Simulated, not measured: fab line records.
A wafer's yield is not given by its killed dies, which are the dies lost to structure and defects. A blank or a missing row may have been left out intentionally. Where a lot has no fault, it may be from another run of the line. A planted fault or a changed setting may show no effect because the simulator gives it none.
Matching of chambers | flow gf180mcu | GF_CONTACT_CMP_27 on cmp-02 has 4 sister chambers
The step polishes, stops on SiO2, t overpolish 15 s, target thk 0 nm. 8 wafers are shown with their chamber, then 8 later ones without.

## WAFERS, EACH WITH ITS CHAMBER
wafer  | chamber | motor current A (A) | time to endpoint s (s)
L393.5 | 1       | 9.7                 | 76.8
L394.1 | 2       | 10.7                | 77.0
L394.5 | 0       | 12.7                | 74.1
L394.6 | 3       | 11.3                | 72.7
L395.3 | 0       | 13.8                | 77.9
L395.4 | 3       | 11.0                | 67.2
L395.6 | 1       | 9.8                 | 74.8
L397.1 | 2       | 10.6                | 73.7

## WAFERS WITH NO CHAMBER GIVEN
wafer  | motor current A (A) | time to endpoint s (s)
L397.2 | 9.6                 | 75.6
L397.3 | 13.9                | 74.5
L408.1 | 9.5                 | 77.1
L408.2 | 10.3                | 75.4
L408.6 | 9.4                 | 80.0
L413.2 | 10.8                | 72.7
L413.3 | 10.5                | 76.0
L413.6 | 10.9                | 72.7

## THE CHAMBER EACH PASSED THROUGH
wafer  | from the rows above          | in truth
L397.2 | 1                            | 1
L397.3 | 0                            | 0
L408.1 | 1                            | 1
L408.2 | can't be placed: 2 or 1      | 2
L408.6 | can't be placed: 1 or 2      | 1
L413.2 | can't be placed: 2 or 3 or 1 | 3
L413.3 | can't be placed: 2 or 1      | 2
L413.6 | can't be placed: 2 or 3 or 1 | 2
Placed correctly: 3 of 8. Unplaceable from these rows: 5, with the true chamber sitting among the candidates in 5. Number placed wrongly: 0.
How it was worked out, from the rows above alone: a wafer's distance from a chamber is the root of the sum, over the readings, of the square of ((its reading less the chamber's mean) divided by the reading's scatter). The wafer belongs to the nearest chamber; if the next one is less than 2 further off, it can't be placed. A chamber's mean is the mean of its shown wafers. The scatter: take each reading less its chamber's mean, square it, sum over the shown wafers, divide by the number of wafers less the number of chambers, and take the root.
